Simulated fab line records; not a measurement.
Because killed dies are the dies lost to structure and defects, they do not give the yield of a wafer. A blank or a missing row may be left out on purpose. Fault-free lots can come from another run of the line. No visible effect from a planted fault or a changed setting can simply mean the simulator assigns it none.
Problem report in the 8D (eight disciplines) form, filled by code :: flow gf180mcu :: the parts of the form that need people (team, actions taken, sign-off) are left out

1. PROBLEM STATEMENT
Mean of oes_product_au at GF_STI_ETCH_14: 0.866 a.u. across 4 wafers in 3 lots; on wafers with no fault it is 1.001 a.u. (standard deviation 0.011). That is -12 standard deviations from the usual mean.
The step: etches Si in HBr/Cl2/O2, target depth 360 nm, time 102.9 s.
First seen on wafer L635.2, day 3 18:31, on rie_si-01. The record holds 38 wafers of 13 lots with a number at this step. Rule for "out", or "out of limits": more than 4 standard deviations from the usual mean. The other wafers with a number count as sound.

2. WHAT IT IS; WHAT IT IS NOT
question: which readings at this step
is: oes_product_au, throttle_valve_pct
is not: drypump_motor_current_A, rf_fwd_power_W

question: which lots
is: L635, L636, L638
is not: L628, L629, L630, L642, L645, L646, L647, L648, L649, L650

question: which wafers of those lots
is: L635.2, L636.2, L636.3, L638.2
is not: L635.6, L636.4, L638.1, L638.6

question: read on which tools
is: rie_si-01
is not: rie_si-02

question: when
is: from day 3 18:31
is not: up to then (10 sound wafers); but 24 sound wafers of L636, L638, L642, L645, L646, L647, L648, L649, L650 came after

3. WHAT RULES OUT EACH SUSPECT
Counting: any tool at a process step up to the reading remains a suspect provided it ran every lot that is out. Sound lots after the first of them don't rule it out here, since some wafers of a struck lot are sound.
- rie_si-01 at GF_STI_ETCH_14 (etches Si in HBr/Cl2/O2, target depth 360 nm, time 102.9 s): kept. It processed each lot that is out (first: L635, day 3 18:31); up to then, its last sound lot is L630 (day 2 17:04). Its own readings are out on those wafers: oes_product_au, throttle_valve_pct.
The count leaves rie_si-01 at GF_STI_ETCH_14.

4. THE CAUSE (what the simulator had put in)
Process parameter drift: rie_si-01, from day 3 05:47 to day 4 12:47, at GF_STI_ETCH_14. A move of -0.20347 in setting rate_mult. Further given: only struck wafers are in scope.
After counting, this tool was the only one left.

5. SEQUENCE OF EFFECTS, ordered by route
Rows list readings where the struck wafers' mean (over those with a number) sits beyond 3 standard deviations from the usual. Only readings for which the record gives a usual standard deviation are gone through. hours: the time from each lot's start at the first step in this table that gives one to its start at this step, as a median over the lots. sigmas: the change in usual standard deviations.
hours: 0
step: GF_STI_ETCH_14
reading: oes_product_au
usual: 1.001 a.u.
on struck wafers: 0.866
change: -0.135
sigmas: -12

hours: 0
step: GF_STI_ETCH_14
reading: throttle_valve_pct
usual: 25.657 %
on struck wafers: 25.744
change: +0.087
sigmas: +7.9

hours: 0
step: GF_STI_STRIP_15
reading: strip_time_to_endpoint_s
usual: 3.73 s
on struck wafers: 4.00
change: +0.27
sigmas: +6.0
Process steps it contains:
- GF_STI_ETCH_14: etches Si in HBr/Cl2/O2, target depth 360 nm, time 102.9 s.
- GF_STI_STRIP_15: strips in O2/N2.
At these later measuring or inspecting steps, every struck wafer for which the step has a row has a number for every such reading, and none has moved that far: GF_STI_THK_MEAS_24, GF_POLY_GATE_OVL_MEAS_11.

6. WHAT WOULD HAVE CAUGHT IT SOONER
13 hours passed between the start of the fault at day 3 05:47 and the first reading out of limits in this record, taken at day 3 18:31.
